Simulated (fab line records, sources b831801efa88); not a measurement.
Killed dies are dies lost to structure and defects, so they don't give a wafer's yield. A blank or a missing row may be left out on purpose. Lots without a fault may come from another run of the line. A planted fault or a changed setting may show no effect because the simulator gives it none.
A struck lot beside a sound one | flow sky130 | 15 steps out of a route of 708
Sound: wafers L546.2, L546.3, L546.4. Struck: wafers L548.1, L548.3, L548.4. The cause comes at the end.
At each step with rows: each side's tool, then ch and its chambers, then its first start. Under that, the readings that differ: sound wafers | struck wafers | difference of the means | sigmas: that difference in standard deviations of wafers without a fault.
alike: readings whose means differ by less than 2 such deviations, and words and numbers that are the same on both sides. not compared: withheld readings, readings that some wafer has no value for, bounds like >300 that may hide the same value, and numbers for which the record gives no deviation and whose values overlap.
The two part at a step that has a row with sigmas, a row that says differs or no value, or rows on one side only. Numbers that don't overlap but have no deviation are shown without sigmas and don't part them. A reading that every wafer of one side lacks parts them only if that side has two wafers or more.

SKY_LDD_HVN_OVL_MEAS_07:
  sound on overlay-02, day 24 07:41; struck on overlay-02, day 24 16:47
  reading          | sound          | struck       | difference | sigmas
  LDD_HVN_OVL (nm) | -1.9 -5.4 -2.8 | 0.9 -0.8 3.0 | +4.4       | +3
then, 1 step without rows for these wafers: SKY_LDD_HVN_IMPLANT_08.
SKY_LDD_HVN_STRIP_09: strips in O2/N2.
  sound on plasma_asher-04 ch 0,1, day 24 07:52; struck on plasma_asher-01 ch 0,1, day 24 16:58
  reading                     | sound       | struck      | difference | sigmas
  drypump_motor_current_A (A) | 6.3 6.3 6.3 | 5.2 5.4 5.2 | -1.0       | -3
  alike: oes_product_au, strip_time_to_endpoint_s
  not compared: rf_hours_counter_h
SKY_LDD_HVN_TW_MEAS_10:
  sound on film_metro-03, day 24 07:59; struck on film_metro-02, day 24 17:04
  alike: LDD_HVN_TW
then, 7 steps without rows for these wafers: SKY_LDD_HVP_DEHYDRATE_00 (time 60 s); SKY_LDD_HVP_HMDS_01 (prime time 60 s); SKY_LDD_HVP_COAT_02 (resist thk 300 nm); SKY_LDD_HVP_SOFTBAKE_03 (time 60 s); SKY_LDD_HVP_EXPOSE_04 (exposes mask HVPTM, target cd 700 nm); SKY_LDD_HVP_PEB_05; SKY_LDD_HVP_DEVELOP_06 (develop time 60 s).
SKY_LDD_HVP_OVL_MEAS_07:
  sound on overlay-01, day 25 13:28; struck on overlay-01, day 25 22:38
  alike: LDD_HVP_OVL
SKY_LDD_HVP_IMPLANT_08:
  sound on implanter-02 ch 0, day 25 13:31; struck on implanter-03 ch 0, day 25 22:40
  reading                   | sound                | struck               | difference | sigmas
  beam_energy_keV           | 19.993 20.000 19.998 | 25.045 25.039 25.029 | +5.041     | +99 or more
  model.implant.rp_nm (nm)  | 62.97 62.97 62.97    | 75.57 75.57 75.57    | +12.60     |
  model.implant.drp_nm (nm) | 28.53 28.53 28.53    | 35.97 35.97 35.97    | +7.44      |
  alike: faraday_current_uA
SKY_LDD_HVP_STRIP_09: strips in O2/N2.
  sound on plasma_asher-03 ch 0,1, day 25 13:38; struck on plasma_asher-04 ch 0,1, day 25 22:49
  alike: drypump_motor_current_A, oes_product_au, strip_time_to_endpoint_s
  not compared: rf_hours_counter_h
-- the record jumps here: 23 days lie between the struck wafers' starts before and after (it left off in module LDD_HVP and takes up again in module PAD_OPEN, whose first step shown is number 708 of the route) --
SKY_PAD_OPEN_PROBE_99:
  sound on prober-02, day 48 12:13; struck on prober-02, day 48 19:58
  reading                                | sound             | struck            | difference | sigmas
  model.etest.tip_p_5v.rs_ohm_sq         | 2868 2846 2864    | 2774 2758 2782    | -88        |
  model.etest.pfet_g5v0d10v5.drive_ua_um | 334.7 332.8 333.2 | 350.1 344.2 346.1 | +13.2      |
  alike: killed_at_M0_to_M3, killed_at_M4_up, killed_at_contacts, killed_at_front_end, killed_at_other, killed_dies, killed_open, killed_short
  not compared: model.etest.pfet_g5v0d10v5.off_log10_a_um, model.etest.pfet_g5v0d10v5.vt_sat_v

WHERE THEY PART
First at SKY_LDD_HVN_OVL_MEAS_07; last, within this record, at SKY_LDD_HVP_IMPLANT_08. Later steps at which nothing parts them and some readings are alike: SKY_LDD_HVP_STRIP_09, SKY_PAD_OPEN_PROBE_99.

WHY: what the simulator had put in
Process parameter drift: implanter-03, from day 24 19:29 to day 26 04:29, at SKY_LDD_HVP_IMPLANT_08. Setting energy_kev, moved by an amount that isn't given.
